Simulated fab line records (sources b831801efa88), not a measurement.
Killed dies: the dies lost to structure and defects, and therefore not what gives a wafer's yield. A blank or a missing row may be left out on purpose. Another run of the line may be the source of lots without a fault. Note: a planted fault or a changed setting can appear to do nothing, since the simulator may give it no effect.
fab line records    flow gf180mcu
record lots=24  wafers=72  last-day=34
route steps=602 shown SALICIDE@283 V2@400 V3@447 V4@477
lots that met no fault: from a run of the same line without faults
start-h: hours from the record's opening day to when the first of the lot's shown wafers began    wait-h: hours elapsed since this lot's preceding step    " unchanged from the row above    L1.1+2: several wafers, shown together as one row    - no value, or no start was given    * or withheld: withheld    < > ~ a bound
route shown NAME@n: NAME is a module with steps in the file, n the number in the route of the first one    usual: mean and standard deviation over wafers with no fault    same: alike in all rows    chamber/n: place in a boat    sites: per-site readings    _std_site: standard deviation across them    _edge_site: the outer-site mean with the inner-site mean subtracted    radius-mm: for every site, how far away it sits from the centre of the wafer    mask NAME#n: copy n    behind: the tool/chamber that last shaped the wafer    hold: why the lot was held/for how many hours/how that ended    device: names the non-switching transistor (n, p or np)    end of line: at the end of the route, the tests of the same wafers    a step with no rows: only its recipe    killed: not the wafer's yield, but the dies lost to structure and defects at the first sort    map: the dies of a wafer, with x for killed, . for not killed, _ for no die there
set.NAME: setting as actually run; set.NAME@STEP: the setting as run at that earlier step    model.NAME: the simulator's own value behind a step, which no gauge read
route steps across a sampled set of lots; one table per step, one row per wafer
services: when a tool's chamber went out of use (start-h, in hours from the record's first day, below 0 if earlier), for how many hours, and the reason
## steps
# step GF_SALICIDE_THK_MEAS_05
# recipe thk-meas-gauge=xrf  reads=TiN_of_SALICIDE_SPUTTER_03
# usual SALICIDE_TIN_THK=20.1/0.37
lot.wafer  tool           chamber  start-h  wait-h  SALICIDE_TIN_THK[nm]
L074.2     film-metro-04  -        352.16   0.1     19.6
L074.5     "              -        "        "       19.8
L074.6     "              -        "        "       20.1
L075.2     film-metro-03  -        354.36   0.1     20.7
L075.4     "              -        "        "       20.4
L075.6     "              -        "        "       20.6
L076.2     film-metro-02  -        365.73   0.1     20.1
L076.3     "              -        "        "       20.5
L076.6     "              -        "        "       20.1
L077.1     film-metro-04  -        377.00   0.1     20.1
L077.3     "              -        "        "       20.6
L077.4     "              -        "        "       20.5
L078.1     film-metro-02  -        377.44   0.1     19.5
L078.3     "              -        "        "       20.0
L078.5     "              -        "        "       19.9
L079.1     film-metro-02  -        382.20   0.1     20.4
L079.2     "              -        "        "       20.0
L079.5     "              -        "        "       20.1
L080.4     film-metro-02  -        395.07   0.1     20.4
L080.5     "              -        "        "       20.3
L080.6     "              -        "        "       20.5
L081.1     film-metro-04  -        408.71   0.1     19.7
L081.3     "              -        "        "       19.7
L081.4     "              -        "        "       20.4
L082.3     film-metro-04  -        410.23   0.1     19.9
L082.4     "              -        "        "       20.0
L082.6     "              -        "        "       20.0
L083.2     film-metro-03  -        419.61   0.1     20.8
L083.3     "              -        "        "       20.7
L083.6     "              -        "        "       21.1
L084.1     film-metro-03  -        420.35   0.1     20.4
L084.2     "              -        "        "       20.3
L084.3     "              -        "        "       19.9
L085.2     film-metro-03  -        437.49   0.1     20.2
L085.3     "              -        "        "       20.2
L085.5     "              -        "        "       19.8
L086.1     film-metro-02  -        447.66   0.1     20.1
L086.3     "              -        "        "       19.9
L086.6     "              -        "        "       19.7
L088.2     film-metro-03  -        458.29   0.1     19.1
L088.5     "              -        "        "       19.7
L088.6     "              -        "        "       19.0
L087.1     film-metro-04  -        458.52   0.1     20.0
L087.5     "              -        "        "       20.0
L087.6     "              -        "        "       19.9
L089.1     film-metro-02  -        471.99   0.1     19.6
L089.5     "              -        "        "       19.9
L089.6     "              -        "        "       19.6
L090.1     film-metro-04  -        479.64   0.1     20.4
L090.4     "              -        "        "       19.7
L090.5     "              -        "        "       20.2
L091.4     film-metro-02  -        490.64   0.1     19.6
L091.5     "              -        "        "       19.8
L091.6     "              -        "        "       19.4
L092.1     film-metro-03  -        494.97   0.1     19.5
L092.3     "              -        "        "       19.7
L092.4     "              -        "        "       20.3
L093.1     film-metro-02  -        508.44   0.1     19.7
L093.3     "              -        "        "       20.2
L093.5     "              -        "        "       20.2
L094.3     film-metro-03  -        515.93   0.1     20.2
L094.5     "              -        "        "       19.6
L094.6     "              -        "        "       19.9
L095.1     film-metro-02  -        516.21   0.1     20.2
L095.2     "              -        "        "       20.5
L095.3     "              -        "        "       20.8
L096.1     film-metro-04  -        523.48   0.1     20.3
L096.2     "              -        "        "       20.2
L096.5     "              -        "        "       20.5
L097.2     film-metro-02  -        533.76   0.1     19.8
L097.3     "              -        "        "       20.0
L097.5     "              -        "        "       20.0
# step GF_V2_STRIP_18
# recipe chemistry=O2/N2  power-w=1400  pressure-mtorr=1500  platen-temp-c=250  o2-flow-sccm=3000  n2-flow-sccm=300  overash-fraction=0.5
# usual drypump-motor-current-A=5.7/0.52  heater-power-w=333/21  n2-flow-sccm=300.0/0.94  oes-product-au=0.592/0.0057
lot.wafer  tool             chamber  start-h  wait-h  drypump-motor-current-A  heater-power-w  n2-flow-sccm  oes-product-au  rf-hours-counter-h
L074.2     plasma-asher-02  1        475.91   -       5.6                      336             300.0         0.590           94
L074.5     "                1        "        "       5.6                      321             300.2         0.591           -
L074.6     "                0        "        "       5.5                      330             300.7         0.593           -
L075.2     plasma-asher-04  0        478.75   -       5.8                      358             298.3         0.603           35
L075.4     "                1        "        "       5.9                      345             298.8         0.595           -
L075.6     "                1        "        "       5.9                      342             299.4         0.604           -
L076.2     plasma-asher-02  0        491.66   -       5.5                      329             299.9         0.599           96
L076.3     "                0        "        "       5.5                      329             298.5         0.596           -
L076.6     "                0        "        "       5.4                      327             299.3         0.590           -
L077.1     plasma-asher-03  0        502.94   -       6.5                      297             301.5         0.589           7
L077.3     "                0        "        "       6.5                      291             301.1         0.594           -
L077.4     "                1        "        "       5.0                      346             299.6         0.608           -
L078.1     plasma-asher-04  1        504.11   -       5.8                      345             299.2         0.591           38
L078.3     "                1        "        "       5.8                      343             299.5         0.585           -
L078.5     "                0        "        "       5.7                      349             300.5         0.590           -
L079.1     plasma-asher-04  1        507.76   -       5.9                      337             299.0         0.587           38
L079.2     "                0        "        "       5.8                      340             299.8         0.590           38
L079.5     "                1        "        "       5.8                      349             299.5         0.590           -
L080.4     plasma-asher-04  1        520.27   -       5.8                      343             298.8         0.588           -
L080.5     "                1        "        "       5.8                      345             300.5         0.593           -
L080.6     "                0        "        "       5.7                      352             300.1         0.590           -
L081.1     plasma-asher-03  1        534.49   -       5.0                      353             301.9         0.593           9
L081.3     "                0        "        "       6.5                      298             299.9         0.597           -
L081.4     "                1        "        "       4.9                      354             300.5         0.592           -
L082.3     plasma-asher-04  0        535.84   -       5.7                      369             299.1         0.593           -
L082.4     "                1        "        "       5.9                      349             298.6         0.591           -
L082.6     "                1        "        "       5.9                      344             299.6         0.595           -
L083.2     plasma-asher-03  1        543.16   -       4.9                      354             298.9         0.592           10
L083.3     "                1        "        "       4.9                      347             299.4         0.585           -
L083.6     "                1        "        "       4.9                      348             300.5         0.589           -
L084.1     plasma-asher-03  1        546.35   -       5.0                      342             300.3         0.586           10
L084.2     "                0        "        "       6.5                      290             302.0         0.590           10
L084.3     "                1        "        "       4.9                      347             300.4         0.591           -
L085.2     plasma-asher-04  1        561.46   -       5.9                      345             299.6         0.591           45
L085.3     "                1        "        "       5.9                      348             297.9         0.596           -
L085.5     "                1        "        "       5.8                      339             300.4         0.593           -
L086.1     plasma-asher-03  1        571.24   -       4.9                      348             299.7         0.588           11
L086.3     "                1        "        "       4.9                      345             299.7         0.587           -
L086.6     "                1        "        "       4.9                      342             300.1         0.594           -
L088.2     plasma-asher-02  1        578.46   -       5.6                      322             299.9         0.593           107
L088.5     "                0        "        "       5.4                      321             300.7         0.586           -
L088.6     "                1        "        "       5.6                      324             299.0         0.583           -
L087.1     plasma-asher-03  1        581.24   -       4.9                      343             299.7         0.588           12
L087.5     "                0        "        "       6.5                      294             298.3         0.586           -
L087.6     "                1        "        "       4.9                      353             299.3         0.583           -
L089.1     plasma-asher-02  1        591.54   -       5.6                      328             300.5         0.594           108
L089.5     "                0        "        "       5.4                      331             299.1         0.591           -
L089.6     "                1        "        "       5.6                      331             300.8         0.586           -
L090.1     plasma-asher-03  0        599.59   -       6.5                      297             299.4         0.583           14
L090.4     "                1        "        "       4.9                      352             301.0         0.600           -
L090.5     "                0        "        "       6.5                      301             299.2         0.586           -
L091.4     plasma-asher-03  1        607.32   -       4.9                      339             298.5         0.587           -
L091.5     "                1        "        "       5.0                      357             301.0         0.600           -
L091.6     "                0        "        "       6.5                      293             301.1         0.593           -
L092.1     plasma-asher-04  1        611.66   -       5.9                      341             300.4         0.592           50
L092.3     "                1        "        "       5.9                      356             299.3         0.593           -
L092.4     "                0        "        "       5.8                      355             301.0         0.584           -
L093.1     plasma-asher-03  1        622.56   -       4.9                      352             299.8         0.599           17
L093.3     "                1        "        "       4.9                      350             299.8         0.588           -
L093.5     "                0        "        "       6.5                      291             300.8         0.587           -
L094.3     plasma-asher-04  1        630.58   -       5.9                      342             299.7         0.592           -
L094.5     "                1        "        "       5.9                      356             299.0         0.591           -
L094.6     "                0        "        "       5.7                      347             300.8         0.588           -
L095.1     plasma-asher-03  0        631.79   -       6.5                      294             300.4         0.599           18
L095.2     "                1        "        "       4.9                      344             301.0         0.591           18
L095.3     "                1        "        "       4.9                      343             299.9         0.593           -
L096.1     plasma-asher-02  0        638.21   -       5.4                      328             299.6         0.596           113
L096.2     "                1        "        "       5.5                      326             299.7         0.594           113
L096.5     "                1        "        "       5.5                      324             301.2         0.601           -
L097.2     plasma-asher-04  1        646.01   -       5.8                      341             300.1         0.596           54
L097.3     "                0        "        "       5.8                      347             301.4         0.591           -
L097.5     "                0        "        "       5.7                      351             301.5         0.577           -
# step GF_V2_SPUTTER_22
# recipe material=TiN  target-thk-nm=10  chamber-pressure-pa=5  power-w=4000  time-s=40
# usual throttle-valve-pct=30.1/1
lot.wafer  tool            chamber  start-h  wait-h  throttle-valve-pct
L074.2     pvd-sputter-04  -        476.51   0.0     30.7
L074.5     "               -        "        "       28.9
L074.6     "               -        "        "       27.7
L075.2     pvd-sputter-02  -        479.34   0.0     31.5
L075.4     "               -        "        "       31.1
L075.6     "               -        "        "       30.7
L076.2     pvd-sputter-02  -        492.26   0.0     30.6
L076.3     "               -        "        "       31.0
L076.6     "               -        "        "       31.3
L077.1     pvd-sputter-01  -        503.53   0.0     30.2
L077.3     "               -        "        "       30.0
L077.4     "               -        "        "       30.3
L078.1     pvd-sputter-02  -        504.71   0.0     29.5
L078.3     "               -        "        "       31.5
L078.5     "               -        "        "       29.4
L079.1     pvd-sputter-04  -        508.36   0.0     30.9
L079.2     "               -        "        "       28.9
L079.5     "               -        "        "       28.1
L080.4     pvd-sputter-02  -        520.86   0.0     31.6
L080.5     "               -        "        "       31.5
L080.6     "               -        "        "       30.9
L081.1     pvd-sputter-04  -        535.08   0.0     30.1
L081.3     "               -        "        "       28.0
L081.4     "               -        "        "       29.2
L082.3     pvd-sputter-01  -        536.44   0.0     30.2
L082.4     "               -        "        "       30.2
L082.6     "               -        "        "       29.7
L083.2     pvd-sputter-01  -        543.79   0.0     30.7
L083.3     "               -        "        "       30.4
L083.6     "               -        "        "       30.3
L084.1     pvd-sputter-04  -        546.95   0.0     27.6
L084.2     "               -        "        "       28.8
L084.3     "               -        "        "       30.1
L085.2     pvd-sputter-02  -        562.05   0.0     29.6
L085.3     "               -        "        "       30.7
L085.5     "               -        "        "       30.6
L086.1     pvd-sputter-02  -        571.84   0.0     31.0
L086.3     "               -        "        "       31.5
L086.6     "               -        "        "       29.5
L088.2     pvd-sputter-02  -        579.09   0.0     31.4
L088.5     "               -        "        "       31.0
L088.6     "               -        "        "       30.6
L087.1     pvd-sputter-01  -        581.84   0.0     30.4
L087.5     "               -        "        "       30.1
L087.6     "               -        "        "       30.0
L089.1     pvd-sputter-04  -        592.13   0.0     30.8
L089.5     "               -        "        "       30.6
L089.6     "               -        "        "       31.0
L090.1     pvd-sputter-01  -        600.22   0.0     30.5
L090.4     "               -        "        "       31.0
L090.5     "               -        "        "       30.0
L091.4     pvd-sputter-04  -        607.89   0.0     30.3
L091.5     "               -        "        "       29.2
L091.6     "               -        "        "       30.0
L092.1     pvd-sputter-04  -        612.25   0.0     30.7
L092.3     "               -        "        "       30.3
L092.4     "               -        "        "       28.8
L093.1     pvd-sputter-04  -        623.22   0.0     30.4
L093.3     "               -        "        "       27.9
L093.5     "               -        "        "       28.8
L094.3     pvd-sputter-02  -        631.18   0.0     31.2
L094.5     "               -        "        "       29.5
L094.6     "               -        "        "       31.7
L095.1     pvd-sputter-01  -        632.44   0.0     31.0
L095.2     "               -        "        "       30.4
L095.3     "               -        "        "       30.0
L096.1     pvd-sputter-01  -        638.80   0.0     30.7
L096.2     "               -        "        "       30.1
L096.5     "               -        "        "       30.8
L097.2     pvd-sputter-04  -        646.60   0.0     30.2
L097.3     "               -        "        "       30.6
L097.5     "               -        "        "       30.0
# step GF_V3_STRIP_18
# recipe chemistry=O2/N2  power-w=1400  pressure-mtorr=1500  platen-temp-c=250  o2-flow-sccm=3000  n2-flow-sccm=300  overash-fraction=0.5
# usual drypump-motor-current-A=6.1/0.51  heater-power-w=352/27  n2-flow-sccm=299.8/0.96  oes-product-au=0.593/0.0056
lot.wafer  tool             chamber  start-h  wait-h  drypump-motor-current-A  heater-power-w  n2-flow-sccm  oes-product-au  rf-hours-counter-h
L074.2     plasma-asher-01  1        526.85   -       6.4                      383             300.0         0.592           74
L074.5     "                0        "        "       6.4                      350             300.8         0.591           -
L074.6     "                1        "        "       6.4                      392             299.3         0.593           -
L075.2     plasma-asher-01  1        528.70   -       6.4                      381             301.2         0.592           75
L075.4     "                1        "        "       6.4                      372             300.8         0.590           -
L075.6     "                0        "        "       6.4                      347             302.2         0.591           -
L076.2     plasma-asher-01  1        541.12   -       6.4                      384             301.4         0.589           76
L076.3     "                0        "        "       6.4                      345             298.0         0.593           -
L076.6     "                1        "        "       6.4                      396             301.3         0.595           -
L077.1     plasma-asher-03  1        551.35   -       4.9                      334             299.6         0.584           10
L077.3     "                1        "        "       5.0                      350             299.4         0.588           -
L077.4     "                0        "        "       6.5                      291             299.6         0.595           -
L078.1     plasma-asher-01  1        553.10   -       6.4                      391             300.1         0.585           77
L078.3     "                0        "        "       6.4                      347             299.7         0.601           -
L078.5     "                1        "        "       6.4                      391             300.0         0.603           -
L079.1     plasma-asher-04  0        556.20   -       5.7                      351             298.6         0.587           44
L079.2     "                1        "        "       5.8                      341             299.3         0.597           44
L079.5     "                1        "        "       5.9                      335             299.5         0.595           -
L080.4     plasma-asher-01  0        567.33   -       6.4                      355             298.0         0.595           -
L080.5     "                0        "        "       6.4                      351             298.7         0.597           -
L080.6     "                1        "        "       6.4                      393             298.5         0.597           -
L081.1     plasma-asher-03  0        581.59   -       6.5                      302             300.0         0.581           12
L081.3     "                1        "        "       4.9                      348             300.6         0.598           -
L081.4     "                0        "        "       6.5                      287             299.9         0.594           -
L082.3     plasma-asher-03  0        582.88   -       6.5                      298             299.4         0.586           -
L082.4     "                1        "        "       4.9                      352             300.8         0.586           -
L082.6     "                1        "        "       4.9                      354             299.8         0.591           -
L083.2     plasma-asher-04  1        589.89   -       5.9                      347             300.5         0.596           48
L083.3     "                0        "        "       5.7                      352             299.3         0.591           -
L083.6     "                1        "        "       5.8                      348             299.5         0.593           -
L084.1     plasma-asher-01  0        592.19   -       6.4                      359             300.3         0.604           81
L084.2     "                1        "        "       6.4                      388             301.9         0.596           81
L084.3     "                1        "        "       6.4                      393             299.9         0.593           -
L085.2     plasma-asher-01  0        607.16   -       6.4                      360             299.8         0.592           82
L085.3     "                1        "        "       6.4                      380             298.8         0.590           -
L085.5     "                0        "        "       6.4                      355             299.7         0.591           -
L086.1     plasma-asher-04  0        615.41   -       5.8                      344             300.3         0.599           51
L086.3     "                0        "        "       5.8                      355             300.5         0.598           -
L086.6     "                0        "        "       5.7                      358             301.1         0.592           -
L088.2     plasma-asher-01  1        622.89   -       6.4                      380             299.7         0.584           84
L088.5     "                1        "        "       6.4                      381             299.4         0.591           -
L088.6     "                0        "        "       6.4                      354             299.1         0.585           -
L087.1     plasma-asher-01  1        625.06   -       6.4                      389             298.3         0.592           84
L087.5     "                0        "        "       6.4                      354             298.9         0.589           -
L087.6     "                1        "        "       6.4                      386             299.1         0.596           -
L089.1     plasma-asher-03  0        635.15   -       6.4                      304             299.7         0.593           18
L089.5     "                0        "        "       6.5                      297             299.9         0.589           -
L089.6     "                1        "        "       4.9                      363             299.5         0.591           -
L090.1     plasma-asher-01  0        643.69   -       6.5                      355             300.0         0.601           86
L090.4     "                1        "        "       6.4                      388             299.8         0.608           -
L090.5     "                1        "        "       6.4                      405             300.2         0.593           -
L091.4     plasma-asher-01  0        650.08   -       6.4                      340             300.8         0.592           -
L091.5     "                1        "        "       6.4                      388             301.9         0.589           -
L091.6     "                0        "        "       6.4                      343             300.6         0.600           -
L092.1     plasma-asher-04  1        655.29   -       5.8                      346             299.1         0.590           55
L092.3     "                0        "        "       5.7                      351             300.3         0.590           -
L092.4     "                1        "        "       5.9                      342             298.5         0.594           -
L093.1     plasma-asher-04  1        665.01   -       5.9                      335             300.3         0.594           56
L093.3     "                1        "        "       5.8                      341             300.3         0.593           -
L093.5     "                0        "        "       5.8                      342             297.8         0.590           -
L094.3     plasma-asher-01  1        673.03   -       6.4                      384             299.1         0.598           -
L094.5     "                0        "        "       6.4                      349             300.3         0.595           -
L094.6     "                1        "        "       6.4                      378             299.7         0.594           -
L095.1     plasma-asher-04  0        674.81   -       5.7                      343             300.6         0.594           57
L095.2     "                1        "        "       5.9                      348             301.8         0.596           57
L095.3     "                1        "        "       5.9                      336             299.8         0.599           -
L096.1     plasma-asher-03  0        679.20   -       6.5                      301             299.8         0.581           22
L096.2     "                1        "        "       4.9                      349             299.7         0.591           22
L096.5     "                1        "        "       4.9                      351             299.4         0.586           -
L097.2     plasma-asher-03  0        688.45   -       6.5                      293             299.6         0.585           24
L097.3     "                1        "        "       4.9                      351             299.5         0.584           -
L097.5     "                0        "        "       6.5                      295             300.5         0.596           -
# step GF_V4_THK_MEAS_01
# recipe reads=SiO2_of_V4_CVD_00
# usual V4_CVD_00_THK=596/9.3
lot.wafer  tool           chamber  start-h  wait-h  V4_CVD_00_THK[nm]
L074.2     film-metro-03  -        551.20   0.0     593
L074.5     "              -        "        "       602
L074.6     "              -        "        "       595
L075.2     film-metro-01  -        553.72   0.0     591
L075.4     "              -        "        "       597
L075.6     "              -        "        "       596
L076.2     film-metro-03  -        565.59   0.1     599
L076.3     "              -        "        "       600
L076.6     "              -        "        "       596
L077.1     film-metro-03  -        574.97   0.1     599
L077.3     "              -        "        "       600
L077.4     "              -        "        "       592
L078.1     film-metro-01  -        576.76   0.0     599
L078.3     "              -        "        "       589
L078.5     "              -        "        "       589
L079.1     film-metro-02  -        580.12   0.1     590
L079.2     "              -        "        "       592
L079.5     "              -        "        "       578
L080.4     film-metro-01  -        591.03   0.0     596
L080.5     "              -        "        "       590
L080.6     "              -        "        "       581
L081.1     film-metro-03  -        604.29   0.0     583
L081.3     "              -        "        "       585
L081.4     "              -        "        "       583
L082.3     film-metro-01  -        606.34   0.1     593
L082.4     "              -        "        "       584
L082.6     "              -        "        "       594
L083.2     film-metro-01  -        612.71   0.0     606
L083.3     "              -        "        "       610
L083.6     "              -        "        "       611
L084.1     film-metro-01  -        615.01   0.0     596
L084.2     "              -        "        "       599
L084.3     "              -        "        "       591
L085.2     film-metro-02  -        629.96   0.0     600
L085.3     "              -        "        "       605
L085.5     "              -        "        "       593
L086.1     film-metro-03  -        638.34   0.0     601
L086.3     "              -        "        "       589
L086.6     "              -        "        "       601
L088.2     film-metro-02  -        645.09   0.0     599
L088.5     "              -        "        "       612
L088.6     "              -        "        "       592
L087.1     film-metro-02  -        646.96   0.0     586
L087.5     "              -        "        "       581
L087.6     "              -        "        "       598
L089.1     film-metro-02  -        657.28   0.1     596
L089.5     "              -        "        "       579
L089.6     "              -        "        "       593
L090.1     film-metro-02  -        664.95   0.0     593
L090.4     "              -        "        "       597
L090.5     "              -        "        "       600
L091.4     film-metro-02  -        671.65   0.0     605
L091.5     "              -        "        "       597
L091.6     "              -        "        "       589
L092.1     film-metro-03  -        676.97   0.0     611
L092.3     "              -        "        "       596
L092.4     "              -        "        "       613
L093.1     film-metro-01  -        685.60   0.0     623
L093.3     "              -        "        "       587
L093.5     "              -        "        "       613
L094.3     film-metro-02  -        694.73   0.1     595
L094.5     "              -        "        "       579
L094.6     "              -        "        "       617
L095.1     film-metro-01  -        696.29   0.0     591
L095.2     "              -        "        "       605
L095.3     "              -        "        "       591
L096.1     film-metro-01  -        701.10   0.0     596
L096.2     "              -        "        "       596
L096.5     "              -        "        "       615
L097.2     film-metro-01  -        709.37   0.0     616
L097.3     "              -        "        "       605
L097.5     "              -        "        "       593
# step GF_V4_CD_MEAS_14
# recipe target-cd-nm=260
# usual cd-nm=259.9/1.2
lot.wafer  tool       chamber  start-h  wait-h  cd-nm
L074.2     cd-sem-02  -        573.35   0.1     256.5
L074.5     "          -        "        "       257.9
L074.6     "          -        "        "       257.9
L075.2     cd-sem-01  -        575.90   0.1     259.2
L075.4     "          -        "        "       258.9
L075.6     "          -        "        "       260.0
L076.2     cd-sem-01  -        587.47   0.1     260.0
L076.3     "          -        "        "       260.7
L076.6     "          -        "        "       259.3
L077.1     cd-sem-02  -        596.68   0.1     259.9
L077.3     "          -        "        "       259.6
L077.4     "          -        "        "       258.8
L078.1     cd-sem-02  -        597.93   0.1     258.6
L078.3     "          -        "        "       257.5
L078.5     "          -        "        "       258.4
L079.1     cd-sem-01  -        601.80   0.1     262.1
L079.2     "          -        "        "       263.4
L079.5     "          -        "        "       261.2
L080.4     cd-sem-01  -        611.77   0.1     260.3
L080.5     "          -        "        "       259.6
L080.6     "          -        "        "       259.5
L081.1     cd-sem-01  -        625.10   0.1     261.2
L081.3     "          -        "        "       260.4
L081.4     "          -        "        "       260.9
L082.3     cd-sem-01  -        628.06   0.1     259.4
L082.4     "          -        "        "       258.7
L082.6     "          -        "        "       258.3
L083.2     cd-sem-02  -        633.79   0.1     260.2
L083.3     "          -        "        "       258.6
L083.6     "          -        "        "       258.9
L084.1     cd-sem-01  -        635.32   0.1     259.5
L084.2     "          -        "        "       260.6
L084.3     "          -        "        "       259.7
L085.2     cd-sem-01  -        650.12   0.1     259.2
L085.3     "          -        "        "       260.3
L085.5     "          -        "        "       258.4
L086.1     cd-sem-01  -        658.56   0.1     261.2
L086.3     "          -        "        "       260.6
L086.6     "          -        "        "       261.8
L088.2     cd-sem-02  -        665.27   0.1     259.5
L088.5     "          -        "        "       260.1
L088.6     "          -        "        "       260.6
L087.1     cd-sem-01  -        667.18   0.2     261.2
L087.5     "          -        "        "       260.0
L087.6     "          -        "        "       260.9
L089.1     cd-sem-02  -        677.46   0.1     259.2
L089.5     "          -        "        "       258.3
L089.6     "          -        "        "       260.3
L090.1     cd-sem-02  -        684.66   0.1     260.1
L090.4     "          -        "        "       260.5
L090.5     "          -        "        "       260.6
L091.4     cd-sem-01  -        691.52   0.1     261.0
L091.5     "          -        "        "       261.1
L091.6     "          -        "        "       261.5
L092.1     cd-sem-02  -        696.97   0.1     259.2
L092.3     "          -        "        "       259.1
L092.4     "          -        "        "       258.9
L093.1     cd-sem-02  -        704.85   0.1     259.4
L093.3     "          -        "        "       260.0
L093.5     "          -        "        "       259.6
L094.3     cd-sem-01  -        713.79   0.1     259.7
L094.5     "          -        "        "       262.1
L094.6     "          -        "        "       259.8
L095.1     cd-sem-02  -        714.56   0.1     259.1
L095.2     "          -        "        "       259.1
L095.3     "          -        "        "       259.3
L096.1     cd-sem-02  -        719.56   0.1     260.0
L096.2     "          -        "        "       259.2
L096.5     "          -        "        "       260.9
L097.2     cd-sem-02  -        727.03   0.1     260.2
L097.3     "          -        "        "       260.6
L097.5     "          -        "        "       260.8
## services
tool             chamber  start-h  hours  kind
pvd-sputter-04   -        467.76   6.6    repair
pvd-sputter-01   -        510.13   2.7    repair
plasma-asher-03  -        514.71   14.6   pm
pvd-sputter-02   -        525.27   2.6    repair
pvd-sputter-02   -        528.16   1.8    repair
pvd-sputter-02   2        536.10   -      consumable-replace:kit
pvd-sputter-02   2        536.10   18.0   scheduled-down
pvd-sputter-02   2        536.10   18.0   vent-cycle
plasma-asher-03  -        553.80   9.0    pm
plasma-asher-01  -        561.52   5.7    repair
pvd-sputter-04   2        565.13   -      consumable-replace:kit
pvd-sputter-04   2        565.13   18.0   scheduled-down
pvd-sputter-04   2        565.13   18.0   vent-cycle
plasma-asher-04  -        566.70   0.9    repair
pvd-sputter-01   2        654.53   -      consumable-replace:kit
pvd-sputter-01   2        654.53   18.0   scheduled-down
pvd-sputter-01   2        654.53   18.0   vent-cycle
plasma-asher-02  -        682.10   9.3    repair
plasma-asher-01  -        687.06   7.7    pm
## key
fault none
